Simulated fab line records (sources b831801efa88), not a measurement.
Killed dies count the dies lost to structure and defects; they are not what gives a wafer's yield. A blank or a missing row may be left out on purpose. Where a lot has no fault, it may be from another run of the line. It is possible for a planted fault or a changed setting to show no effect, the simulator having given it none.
What tool caused it? -- flow gf180mcu -- Sampling: 12 lots, 36 wafers, 2 of 602 route steps

== WHAT EACH GAUGE READ, for each wafer ==
GF_SALICIDE_RS_MEAS_04: the measuring method here is four-point-probe.
lot,measured,on,SALICIDE_TIN_RS (ohm/sq)
L075,day 15 17:39,film-metro-02,16.38 16.50 16.11
L077,day 16 07:25,film-metro-04,16.19 16.21 16.06
L079,day 16 20:44,film-metro-04,16.05 16.04 15.97
L081,day 17 18:34,film-metro-04,16.57 16.84 16.64
L083,day 18 09:25,film-metro-02,16.46 15.92 16.08
L085,day 19 03:26,film-metro-04,15.93 16.00 15.96
L087,day 20 05:52,film-metro-04,16.62 16.59 16.50
L089,day 20 15:31,film-metro-04,16.23 16.30 16.62
L091,day 21 10:58,film-metro-03,16.24 16.55 16.44
L093,day 21 22:42,film-metro-04,16.03 16.39 16.09
L095,day 22 12:29,film-metro-04,16.13 15.98 16.03
L097,day 23 04:19,film-metro-02,15.83 15.87 15.90

== EACH LOT AND THE TOOL THAT RAN IT (in order: tool; ch and the chambers of the sampled wafers; start) ==
lot,GF_STI_ETCH_13
L075,"rie-diel-01 ch 0,1,2, day 2 08:40"
L077,"rie-diel-04 ch 1,3, day 2 18:45"
L079,"rie-diel-03 ch 0,1,2, day 3 04:30"
L081,"rie-diel-01 ch 0,1,3, day 3 12:52"
L083,"rie-diel-01 ch 0,2,3, day 3 23:34"
L085,"rie-diel-01 ch 0,2, day 4 11:43"
L087,"rie-diel-01 ch 0,3, day 4 21:06"
L089,"rie-diel-04 ch 0,2, day 5 06:27"
L091,"rie-diel-01 ch 1,2,3, day 5 19:46"
L093,"rie-diel-01 ch 0,1,3, day 6 04:03"
L095,"rie-diel-04 ch 1,3, day 6 13:37"
L097,"rie-diel-03 ch 1,2,3, day 7 01:13"
- GF_STI_ETCH_13: etches the open film in CHF3/O2, stops on Si, target depth 282.31 nm, time 112.9 s.

== THE ANSWER, worked out from the rows above alone ==
Rule: what is usual is taken from the lots themselves. Put in order of their means at a reading, lots are off if they are a third of the lots or fewer, leave a main group of 4 or more, and stand apart from it by a gap of 3 or more times the standard deviation of the main group's means; of several such gaps the widest counts. If all means in a main group match to the digits the tables above print for the reading, that group is not used. A lot without any number at a reading at which 4 lots or more have one is off too. The other lots that the step has rows for count as sound.
No lot is off on any of the readings shown, so nothing can be concluded from this.

== WHAT WAS PUT IN BY THE SIMULATOR ==
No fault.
